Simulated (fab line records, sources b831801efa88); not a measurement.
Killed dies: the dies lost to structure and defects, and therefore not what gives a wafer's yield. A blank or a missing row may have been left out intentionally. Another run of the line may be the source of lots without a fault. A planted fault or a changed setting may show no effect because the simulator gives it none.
Check for tools in common -- flow sky130 -- 15 lots and 45 wafers in the sample

## WHY IT WAS OPENED
3 of 15 lots carry a flag on the reading LDD_N_TW at SKY_LDD_N_TW_MEAS_17. Fault-free wafers read 2561, with a standard deviation of 24.
Rule: a lot gets a flag if all its wafers with a number sit over 4 standard deviations from that mean, or if no wafer of it has a number. All remaining lots are regarded as sound.

lot,measured,on,"LDD_N_TW, wafer by wafer",flag
L111,day 17 11:58,film-metro-01,2574 2555 2554,
L110,day 17 12:16,film-metro-01,2542 2553 2557,
L114,day 19 10:57,film-metro-04,2537 2530 2545,
L115,day 20 02:59,film-metro-04,2556 2567 2540,
L117,day 20 10:40,film-metro-01,2972 2965 2971,FLAGGED
L119,day 21 04:27,film-metro-01,2968 2940 2949,FLAGGED
L120,day 21 18:10,film-metro-01,2543 2544 2549,
L121,day 21 18:22,film-metro-03,3009 3031 3026,FLAGGED
L125,day 23 00:34,film-metro-04,2553 2565 2560,
L126,day 23 11:33,film-metro-04,2557 2557 2566,
L128,day 24 09:28,film-metro-03,2599 2590 2587,
L129,day 25 11:00,film-metro-01,2532 2533 2537,
L132,day 25 21:12,film-metro-04,2538 2538 2545,
L130,day 25 23:06,film-metro-01,2537 2536 2526,
L133,day 26 03:34,film-metro-01,2553 2566 2574,
The numbers of the flagged lots are 2981 on average: +420 against the usual, or +18 standard deviations.

## LOT BY LOT: THE TOOL USED
Before the reading, the record contains 2 process steps out of a 708-step route. Cell contents, in order: the tool; ch with the chambers the sampled wafers went through; the start.
lot,flag,SKY_LDD_N_IMPLANT_08,SKY_LDD_N_STRIP_16
L111,,"implanter-02 ch 0, day 17 10:40","plasma-asher-01 ch 0, day 17 11:51"
L110,,"implanter-01 ch 0, day 17 10:58","plasma-asher-04 ch 0, day 17 12:09"
L114,,"implanter-03 ch 0, day 19 09:39","plasma-asher-02 ch 0,1, day 19 10:51"
L115,,"implanter-01 ch 0, day 20 01:43","plasma-asher-02 ch 0,1, day 20 02:54"
L117,FLAGGED,"implanter-03 ch 0, day 20 09:23","plasma-asher-02 ch 0,1, day 20 10:34"
L119,FLAGGED,"implanter-03 ch 0, day 21 03:09","plasma-asher-04 ch 0,1, day 21 04:21"
L120,,"implanter-02 ch 0, day 21 16:52","plasma-asher-02 ch 0, day 21 18:03"
L121,FLAGGED,"implanter-03 ch 0, day 21 17:06","plasma-asher-04 ch 0,1, day 21 18:17"
L125,,"implanter-02 ch 0, day 22 23:17","plasma-asher-01 ch 1, day 23 00:27"
L126,,"implanter-01 ch 0, day 23 10:15","plasma-asher-02 ch 0,1, day 23 11:27"
L128,,"implanter-02 ch 0, day 24 08:10","plasma-asher-04 ch 0,1, day 24 09:21"
L129,,"implanter-01 ch 0, day 25 09:42","plasma-asher-01 ch 0, day 25 10:54"
L132,,"implanter-03 ch 0, day 25 19:54","plasma-asher-02 ch 0,1, day 25 21:06"
L130,,"implanter-02 ch 0, day 25 21:48","plasma-asher-04 ch 0,1, day 25 23:00"
L133,,"implanter-02 ch 0, day 26 02:16","plasma-asher-01 ch 0,1, day 26 03:27"
What these steps do:
- SKY_LDD_N_IMPLANT_08
- SKY_LDD_N_STRIP_16: strips in O2/N2.
- SKY_LDD_N_TW_MEAS_17

## FLAGGED OVER TOTAL, TOOL BY TOOL (the gauges that took the reading come last)
step,tool,lots run,flagged,share of the flagged lots,sound lots run after its first flagged lot
SKY_LDD_N_IMPLANT_08,implanter-01,4,0,none,-
SKY_LDD_N_IMPLANT_08,implanter-02,6,0,none,-
SKY_LDD_N_IMPLANT_08,implanter-03,5,3,all,1 (L132)
SKY_LDD_N_STRIP_16,plasma-asher-01,4,0,none,-
SKY_LDD_N_STRIP_16,plasma-asher-02,6,1,some,"3 (L120,L126,L132)"
SKY_LDD_N_STRIP_16,plasma-asher-04,5,2,some,"2 (L128,L130)"
SKY_LDD_N_TW_MEAS_17,film-metro-01,8,2,some,"4 (L120,L129,L130,L133)"
SKY_LDD_N_TW_MEAS_17,film-metro-03,2,1,some,1 (L128)
SKY_LDD_N_TW_MEAS_17,film-metro-04,5,0,none,-

## WHAT THE TABLE ALLOWS
In the table, 1 row covers all flagged lots: implanter-03 at SKY_LDD_N_IMPLANT_08.
- implanter-03 at SKY_LDD_N_IMPLANT_08 ran 5 lots, 3 of them flagged. Sound lots followed the first flagged one (L132) on it, something a lasting fault affecting the whole tool could not allow. Its own readings lie more than 4 standard deviations out on every wafer of the flagged lots: beam-on-s, dose-ions-cm2, faraday-current-uA.
There is no row in the table that ran each flagged lot and no sound lot after the first.

## WHAT THE SIMULATOR HAD PUT IN
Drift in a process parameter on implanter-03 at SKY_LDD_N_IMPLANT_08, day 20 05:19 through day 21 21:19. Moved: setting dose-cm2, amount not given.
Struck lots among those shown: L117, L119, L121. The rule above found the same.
